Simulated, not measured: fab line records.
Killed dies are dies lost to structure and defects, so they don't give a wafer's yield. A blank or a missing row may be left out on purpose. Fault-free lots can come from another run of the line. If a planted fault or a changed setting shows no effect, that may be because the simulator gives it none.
fab line records	flow sky130
record: lots: 11	wafers: 33	last_day: 50
route steps=708 shown CONTACT@420 METAL1@450 PAD_OPEN@708
lots that met no fault: taken from a fault-free run of the same line
start_h: hours from the record's opening day to when the first of the lot's shown wafers began	wait_h: hours elapsed since this lot's preceding step	" the same as in the row above	L1.1+2: a single row standing in for several wafers	- no value, or no start was given	* or withheld: withheld	< > ~ a bound
route shown NAME@n: names a module that has steps shown in the file, with the first one's number in the route	usual: mean/standard deviation of fault-free wafers	same: alike in all rows	chamber/n: place in a boat	sites: per-site readings	_std_site: their standard deviation	_edge_site: mean of outer sites minus mean of inner sites	radius_mm: how far each site lies from the wafer's centre	mask NAME#n: copy n	behind: the most recent tool/chamber to have shaped the wafer	hold: cause of the lot's hold/its duration in hours/its outcome	device: whichever transistor did not switch (one of n, p or np)	end of line: tests run on the same wafers once the route is complete	a step with no rows: only its recipe	killed: not the wafer's yield, but the dies lost to structure and defects at the first sort	map: a wafer's dies, marking killed ones x, the rest . and places with no die _
set.NAME: the setting that was run; set.NAME@STEP: the one run at that earlier step	model.NAME: the simulator's own value behind a step, which no gauge read
steps of the route over a sample of lots; a table a step, a row a wafer
services: the hour from which a tool's chamber was out of use, counted from the record's first day as start_h (under 0 if before that day), plus the number of hours and why
== steps ==
step: SKY_CONTACT_CD_MEAS_14
recipe: target_cd_nm: 170
usual: cd_nm: 170.2/1.5
lot.wafer	tool	chamber	start_h	wait_h	cd_nm
L953.1	cd_sem-01	-	749.64	-	169.8
L953.4	"	-	"	"	168.0
L953.6	"	-	"	"	168.4
L954.1	cd_sem-02	-	773.63	-	171.1
L954.5	"	-	"	"	171.9
L954.6	"	-	"	"	172.2
L962.2	cd_sem-02	-	835.90	-	171.3
L962.3	"	-	"	"	171.2
L962.6	"	-	"	"	171.0
L960.3	cd_sem-02	-	838.23	-	167.7
L960.4	"	-	"	"	169.2
L960.5	"	-	"	"	170.6
L959.2	cd_sem-01	-	839.92	-	170.6
L959.4	"	-	"	"	170.9
L959.6	"	-	"	"	171.8
L965.1	cd_sem-01	-	843.53	-	170.0
L965.3	"	-	"	"	168.6
L965.5	"	-	"	"	169.3
L968.2	cd_sem-01	-	853.60	-	166.4
L968.3	"	-	"	"	168.8
L968.5	"	-	"	"	168.1
L970.1	cd_sem-02	-	877.43	-	169.9
L970.2	"	-	"	"	170.2
L970.5	"	-	"	"	171.2
L971.2	cd_sem-02	-	877.69	-	173.9
L971.3	"	-	"	"	173.7
L971.4	"	-	"	"	173.2
L973.1	cd_sem-02	-	887.75	-	169.4
L973.3	"	-	"	"	171.3
L973.5	"	-	"	"	171.8
L975.2	cd_sem-02	-	903.16	-	170.0
L975.5	"	-	"	"	168.8
L975.6	"	-	"	"	170.1
step: SKY_METAL1_OVL_MEAS_16
usual: METAL1_OVL: 2/5.9
lot.wafer	tool	chamber	start_h	wait_h	METAL1_OVL[nm]
L953.1	overlay-02	-	776.24	0.1	0
L953.4	"	-	"	"	-7
L953.6	"	-	"	"	0
L954.1	overlay-01	-	801.29	0.1	0
L954.5	"	-	"	"	3
L954.6	"	-	"	"	3
L962.2	overlay-02	-	862.81	0.1	-1
L962.3	"	-	"	"	3
L962.6	"	-	"	"	1
L960.3	overlay-01	-	866.05	0.1	2
L960.4	"	-	"	"	8
L960.5	"	-	"	"	-5
L959.2	overlay-01	-	867.96	0.1	1
L959.4	"	-	"	"	4
L959.6	"	-	"	"	8
L965.1	overlay-02	-	871.40	0.1	5
L965.3	"	-	"	"	4
L965.5	"	-	"	"	2
L968.2	overlay-02	-	882.20	0.1	9
L968.3	"	-	"	"	9
L968.5	"	-	"	"	12
L970.1	overlay-02	-	904.87	0.1	-7
L970.2	"	-	"	"	-1
L970.5	"	-	"	"	-5
L971.2	overlay-01	-	905.23	0.1	2
L971.3	"	-	"	"	-2
L971.4	"	-	"	"	-3
L973.1	overlay-02	-	914.39	0.1	10
L973.3	"	-	"	"	8
L973.5	"	-	"	"	13
L975.2	overlay-02	-	929.78	0.1	10
L975.5	"	-	"	"	3
L975.6	"	-	"	"	14
step: SKY_METAL1_DESCUM_17
recipe: chemistry: O2	source_power_w: 150	bias_power_w: 0	pressure_mtorr: 10	temp_c: 40	time_s: 8
usual: drypump_motor_current_A: 6.0/0.58	oes_product_au: 0.998/0.016	rf_fwd_power_W: 147.0/0.9	temp_c: 40.01/0.11
lot.wafer	tool	chamber	start_h	wait_h	drypump_motor_current_A	oes_product_au	rf_fwd_power_W	rf_hours_counter_h	temp_c
L953.1	rie_metal-04	0	776.28	0.0	6.3	1.012	146.4	10	39.80
L953.4	"	0	"	"	6.3	1.021	146.7	-	40.01
L953.6	"	1	"	"	6.5	0.985	148.5	-	39.88
L954.1	rie_metal-03	0	801.33	0.0	6.3	1.009	148.6	13	39.98
L954.5	"	1	"	"	5.1	0.979	146.0	-	40.02
L954.6	"	0	"	"	6.3	0.997	149.0	-	40.01
L962.2	rie_metal-03	0	862.84	0.0	6.2	0.990	148.8	16	39.90
L962.3	"	0	"	"	6.2	0.990	148.5	-	40.00
L962.6	"	0	"	"	6.2	0.983	148.6	-	40.09
L960.3	rie_metal-04	0	866.09	0.0	6.3	1.017	146.0	-	39.90
L960.4	"	1	"	"	6.5	0.978	147.0	-	39.94
L960.5	"	1	"	"	6.5	0.979	147.1	-	40.14
L959.2	rie_metal-03	0	867.99	0.0	6.3	0.993	148.2	16	40.04
L959.4	"	0	"	"	6.3	1.005	148.5	-	39.93
L959.6	"	1	"	"	5.1	0.976	145.8	-	40.05
L965.1	rie_metal-03	0	871.44	0.0	6.2	0.990	147.9	16	40.06
L965.3	"	1	"	"	5.1	0.983	145.4	-	40.08
L965.5	"	0	"	"	6.2	0.997	148.3	-	40.12
L968.2	rie_metal-04	0	882.23	0.0	6.3	1.027	145.6	14	40.08
L968.3	"	0	"	"	6.3	1.029	146.0	-	40.04
L968.5	"	1	"	"	6.5	0.970	147.5	-	40.05
L970.1	rie_metal-04	1	904.91	0.0	6.5	0.977	147.4	13	39.98
L970.2	"	0	"	"	6.3	1.022	146.7	15	40.18
L970.5	"	0	"	"	6.3	1.029	146.7	-	40.13
L971.2	rie_metal-02	1	905.26	0.0	6.3	1.005	145.7	6	40.17
L971.3	"	0	"	"	6.6	1.001	147.6	-	40.13
L971.4	"	1	"	"	6.3	1.012	146.2	-	40.04
L973.1	rie_metal-04	0	914.43	0.0	6.3	1.027	146.8	16	39.90
L973.3	"	1	"	"	6.5	0.983	147.0	-	39.94
L973.5	"	1	"	"	6.5	0.983	147.0	-	39.92
L975.2	rie_metal-03	1	929.81	0.0	5.1	0.999	146.4	14	40.03
L975.5	"	0	"	"	6.3	0.999	148.3	-	40.02
L975.6	"	1	"	"	5.1	0.993	146.8	-	39.96
step: SKY_METAL1_METAL_ETCH_19
recipe: target_depth_a: 3600	stop_on: SiO2	over_etch_frac: 0.3	time_s: 78	chemistry: Cl2/BCl3	resist_sidewall_deg: 88	pressure_mtorr: 10	icp_w: 900	bias_w: 48.5	Cl2_flow_sccm: 60	bcl3_flow_sccm: 30
usual: drypump_motor_current_A: 6.0/0.58	oes_product_au: 0.854/0.0061	rf_fwd_power_W: 893/4.2	throttle_valve_pct: 22.263/0.0093
lot.wafer	tool	chamber	start_h	wait_h	drypump_motor_current_A	oes_product_au	rf_fwd_power_W	rf_hours_counter_h	throttle_valve_pct
L953.1	rie_metal-04	0	776.37	0.0	6.3	0.862	896	10	22.262
L953.4	"	0	"	"	6.3	0.859	892	-	22.270
L953.6	"	1	"	"	6.5	0.857	897	-	22.271
L954.1	rie_metal-03	0	801.42	0.0	6.3	0.852	898	13	22.240
L954.5	"	1	"	"	5.1	0.850	897	-	22.272
L954.6	"	0	"	"	6.3	0.859	901	-	22.247
L962.2	rie_metal-03	0	862.93	0.0	6.3	0.855	899	16	22.246
L962.3	"	0	"	"	6.3	0.849	897	-	22.271
L962.6	"	0	"	"	6.3	0.852	898	-	22.271
L960.3	rie_metal-04	0	866.20	0.1	6.3	0.854	896	-	22.257
L960.4	"	1	"	"	6.5	0.862	891	-	22.276
L960.5	"	1	"	"	6.5	0.857	891	-	22.273
L959.2	rie_metal-03	0	868.08	0.0	6.3	0.852	899	16	22.274
L959.4	"	0	"	"	6.3	0.858	900	-	22.264
L959.6	"	1	"	"	5.1	0.849	887	-	22.262
L965.1	rie_metal-03	0	871.53	0.0	6.3	0.864	894	16	22.272
L965.3	"	1	"	"	5.1	0.853	889	-	22.267
L965.5	"	0	"	"	6.3	0.856	894	-	22.267
L968.2	rie_metal-04	0	882.32	0.0	6.3	0.840	888	14	22.268
L968.3	"	0	"	"	6.3	0.861	889	-	22.272
L968.5	"	1	"	"	6.5	0.842	898	-	22.271
L970.1	rie_metal-04	1	905.00	0.0	6.5	0.856	894	13	22.265
L970.2	"	0	"	"	6.3	0.854	893	15	22.252
L970.5	"	0	"	"	6.3	0.845	891	-	22.254
L971.2	rie_metal-02	1	905.35	0.0	6.3	0.852	889	6	22.254
L971.3	"	0	"	"	6.6	0.855	897	-	22.263
L971.4	"	1	"	"	6.3	0.857	894	-	22.257
L973.1	rie_metal-04	0	914.52	0.0	6.3	0.847	894	16	22.244
L973.3	"	1	"	"	6.5	0.842	896	-	22.259
L973.5	"	1	"	"	6.5	0.861	893	-	22.276
L975.2	rie_metal-03	1	929.90	0.0	5.1	0.853	890	14	22.253
L975.5	"	0	"	"	6.3	0.844	901	-	22.277
L975.6	"	1	"	"	5.1	0.849	887	-	22.262
step: SKY_METAL1_STRIP_20
recipe: chemistry: O2/N2	power_w: 1400	pressure_mtorr: 1500	platen_temp_c: withheld	o2_flow_sccm: 3000	n2_flow_sccm: 300	overash_fraction: 0.5
usual: drypump_motor_current_A: 5.6/0.47	n2_flow_sccm: 300.0/0.91	oes_product_au: 0.346/0.0061	strip_time_to_endpoint_s: 2.75/0.08
same: overash_fraction: 0.5
lot.wafer	tool	chamber	start_h	wait_h	drypump_motor_current_A	n2_flow_sccm	oes_product_au	rf_hours_counter_h	strip_time_to_endpoint_s
L953.1	plasma_asher-02	0	776.46	0.1	5.2	299.9	0.335	3	2.68
L953.4	"	1	"	"	4.7	300.5	0.345	-	2.69
L953.6	"	0	"	"	5.2	298.4	0.354	-	2.80
L954.1	plasma_asher-03	0	801.51	0.1	6.1	298.8	0.343	70	2.77
L954.5	"	0	"	"	6.1	299.4	0.345	-	2.82
L954.6	"	1	"	"	5.6	300.2	0.349	-	2.72
L962.2	plasma_asher-04	0	863.02	0.1	6.2	300.5	0.346	109	2.77
L962.3	"	1	"	"	5.5	300.5	0.360	-	3.19
L962.6	"	0	"	"	6.2	300.5	0.355	-	3.16
L960.3	plasma_asher-03	0	866.30	0.1	6.1	300.6	0.344	-	2.60
L960.4	"	1	"	"	5.7	299.2	0.348	-	2.83
L960.5	"	1	"	"	5.7	299.7	0.349	-	2.86
L959.2	plasma_asher-02	1	868.17	0.1	4.7	299.3	0.349	12	2.77
L959.4	"	0	"	"	5.2	299.4	0.343	-	2.76
L959.6	"	0	"	"	5.2	298.9	0.369	-	3.20
L965.1	plasma_asher-02	0	871.62	0.1	5.2	300.2	0.353	12	3.15
L965.3	"	0	"	"	5.2	297.7	0.359	-	3.20
L965.5	"	1	"	"	4.7	301.4	0.339	-	2.75
L968.2	plasma_asher-03	1	882.41	0.1	5.7	300.2	0.346	78	2.64
L968.3	"	0	"	"	6.1	299.7	0.342	-	2.62
L968.5	"	1	"	"	5.7	299.5	0.344	-	2.84
L970.1	plasma_asher-03	1	905.09	0.1	5.6	299.2	0.345	81	2.83
L970.2	"	0	"	"	6.1	298.2	0.339	81	2.63
L970.5	"	1	"	"	5.6	299.3	0.346	-	2.64
L971.2	plasma_asher-04	0	905.44	0.1	6.2	300.9	0.344	113	2.73
L971.3	"	0	"	"	6.2	300.8	0.341	-	2.76
L971.4	"	1	"	"	5.5	299.7	0.339	-	2.75
L973.1	plasma_asher-03	1	914.61	0.1	5.6	300.6	0.339	82	2.59
L973.3	"	0	"	"	6.1	300.3	0.357	-	2.82
L973.5	"	0	"	"	6.1	301.6	0.349	-	2.80
L975.2	plasma_asher-03	0	929.99	0.1	6.1	300.0	0.345	83	2.80
L975.5	"	0	"	"	6.1	300.1	0.347	-	2.75
L975.6	"	1	"	"	5.7	301.5	0.348	-	2.78
step: SKY_PAD_OPEN_PROBE_99
usual: defect_limited_yield: 82.7/2	killed_at_M0_to_M3: 42/7.4	killed_at_M4_up: 3.5/1.9	killed_at_contacts: 24/5.2	killed_at_front_end: 15/4.5	killed_at_other: 0.2/0.53	killed_dies: 85/9.8	killed_open: 46/7.6	killed_short: 39/6.5	sort_bin_3_pad_short: 0.9/0.4	sort_bin_5_function: 10.3/1.5	sort_bin_6_memory: 6.1/1.1	sort_n_pass: 407/9.8	sort_yield_pct: 82.7/2
same: gross_dies: 492	killed_at_back_side: 0	sort_bin_4_leakage[%]: 0	sort_bin_8_speed[%]: 0
lot.wafer	tool	chamber	start_h	wait_h	defect_limited_yield[%]	killed_at_M0_to_M3	killed_at_M4_up	killed_at_contacts	killed_at_front_end	killed_at_other	killed_dies	killed_open	killed_short	sort_bin_3_pad_short[%]	sort_bin_5_function[%]	sort_bin_6_memory[%]	sort_n_pass	sort_yield_pct[%]
L965.1	prober-01	-	1160.64	0.1	85.6	35	3	21	12	0	71	34	33	0.2	8.7	5.5	421	85.6
L965.3	prober-01	-	1160.74	0.2	86.8	27	0	26	12	0	65	32	33	0.2	8.1	4.9	427	86.8
L968.2	prober-02	-	1167.67	0.1	82.9	38	3	29	14	0	84	50	34	1.2	8.5	7.3	408	82.9
L968.3	prober-02	-	1167.72	0.2	81.9	41	6	22	20	0	89	45	44	1.0	11.4	5.7	403	81.9
L968.5	prober-02	-	1167.82	0.2	86.6	33	5	14	13	1	66	38	28	0.2	8.7	4.5	426	86.6
L970.1	prober-01	-	1185.20	0.1	80.7	49	3	21	21	1	95	55	40	0.8	9.8	8.7	397	80.7
L970.2	prober-01	-	1185.25	0.1	84.3	39	7	22	9	0	77	41	36	0.6	10.0	5.1	415	84.3
L970.5	prober-01	-	1185.40	0.2	81.7	47	6	21	16	0	90	46	44	0.6	11.0	6.7	402	81.7
L971.2	prober-01	-	1186.75	0.1	80.1	52	1	26	19	0	98	60	38	0.4	11.8	7.7	394	80.1
L971.3	prober-01	-	1186.80	0.2	82.7	45	2	21	16	1	85	44	41	1.2	10.6	5.5	407	82.7
L971.4	prober-01	-	1186.85	0.2	83.3	41	5	26	10	0	82	48	34	0.6	10.0	6.1	410	83.3
killed by level:class
L965.1 VIA1:geometric_particle:open=8 LI_CONTACT:geometric_particle:open=6 CONTACT:geometric_particle:open=6 VIA3:geometric_particle:open=6 POLY_GATE:geometric_particle:short=4 VIA2:geometric_particle:short=4 LOCAL_INTERCONNECT:geometric_particle:short=4 METAL2:geometric_particle:short=4
L965.3 LI_CONTACT:geometric_particle:open=9 VIA1:geometric_particle:open=7 CONTACT:geometric_particle:open=6 POLY_GATE:geometric_particle:short=5 CONTACT:geometric_particle:short=5 VIA1:geometric_particle:short=5 VIA3:geometric_particle:open=4 FIELD_ISO:geometric_particle:short=3
L968.2 CONTACT:geometric_particle:open=13 VIA1:geometric_particle:open=10 LOCAL_INTERCONNECT:geometric_particle:short=7 LI_CONTACT:geometric_particle:open=6 POLY_GATE:geometric_particle:open=4 VIA1:geometric_particle:short=4 METAL2:geometric_particle:short=4 VIA2:geometric_particle:open=4
L968.3 LI_CONTACT:geometric_particle:open=11 CONTACT:geometric_particle:open=9 METAL2:geometric_particle:short=9 VIA1:geometric_particle:open=7 METAL4:geometric_particle:short=6 VIA3:geometric_particle:open=6 VIA2:geometric_particle:open=5 POLY_GATE:geometric_particle:short=5
L968.5 VIA2:geometric_particle:open=8 VIA1:geometric_particle:open=6 CONTACT:geometric_particle:short=5 FIELD_ISO:geometric_particle:open=3 METAL1:geometric_particle:open=3 POLY_GATE:geometric_particle:open=3 POLY_GATE:geometric_particle:short=3 CONTACT:geometric_particle:open=3
L970.1 VIA2:geometric_particle:open=10 VIA1:geometric_particle:open=9 FIELD_ISO:geometric_particle:short=7 METAL2:geometric_particle:short=7 VIA3:geometric_particle:open=7 LI_CONTACT:geometric_particle:open=6 FIELD_ISO:geometric_particle:open=5 CONTACT:geometric_particle:open=5
L970.2 VIA2:geometric_particle:open=9 CONTACT:geometric_particle:open=8 VIA1:geometric_particle:open=8 METAL4:geometric_particle:short=5 FIELD_ISO:geometric_particle:open=4 LI_CONTACT:geometric_particle:open=4 METAL2:geometric_particle:short=4 LOCAL_INTERCONNECT:geometric_particle:short=4
L970.5 VIA1:geometric_particle:open=9 LI_CONTACT:geometric_particle:open=7 VIA1:geometric_particle:short=7 CONTACT:geometric_particle:open=6 FIELD_ISO:geometric_particle:short=5 POLY_GATE:geometric_particle:open=5 CONTACT:geometric_particle:short=5 METAL2:geometric_particle:short=5
L971.2 VIA1:geometric_particle:open=16 CONTACT:geometric_particle:open=10 LI_CONTACT:geometric_particle:open=9 VIA2:geometric_particle:open=9 FIELD_ISO:geometric_particle:short=7 FIELD_ISO:geometric_particle:open=7 METAL1:geometric_particle:short=6 VIA1:geometric_particle:short=5
L971.3 VIA1:geometric_particle:open=11 CONTACT:geometric_particle:open=7 VIA2:geometric_particle:open=7 VIA3:geometric_particle:short=5 VIA2:geometric_particle:short=5 VIA1:geometric_particle:short=5 METAL3:geometric_particle:short=4 FIELD_ISO:geometric_particle:short=3
L971.4 VIA1:geometric_particle:open=10 CONTACT:geometric_particle:open=9 METAL1:geometric_particle:short=9 LI_CONTACT:geometric_particle:open=8 VIA3:geometric_particle:open=6 CONTACT:geometric_particle:short=5 VIA1:geometric_particle:short=4 VIA2:geometric_particle:open=4
== services ==
tool	chamber	start_h	hours	kind
rie_metal-04	1	836.73	16.0	repair
rie_metal-03	-	837.12	0.4	repair
rie_metal-03	1	840.36	15.6	repair
rie_metal-03	-	861.10	0.4	repair
rie_metal-03	0	874.07	-	clean
rie_metal-03	0	874.07	20.7	scheduled_down
rie_metal-03	0	874.07	20.7	vent_cycle
rie_metal-04	1	884.68	10.3	repair
plasma_asher-02	-	910.95	4.3	pm
== key ==
first_sign: step: SKY_METAL1_STRIP_20	reading: strip_time_to_endpoint_s	direction: up	sigmas: 5.3	usual: *	struck: *
effect none on later readings
met_at SKY_METAL1_METAL_ETCH_19
struck_lots L959,L962,L965
struck_wafers L959.6,L962.3,L962.6,L965.1,L965.3
not_acting_at SKY_CONTACT_CD_MEAS_14,SKY_METAL1_OVL_MEAS_16,SKY_METAL1_DESCUM_17
onset_between 801.42 862.93
fault: kind: process_parameter_drift	tool: rie_metal-03	chamber: -	onset_h: 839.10	steps: SKY_METAL1_METAL_ETCH_19	channel: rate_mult	offset: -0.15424	shape: step	end_h: 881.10	scope: struck_wafers_only
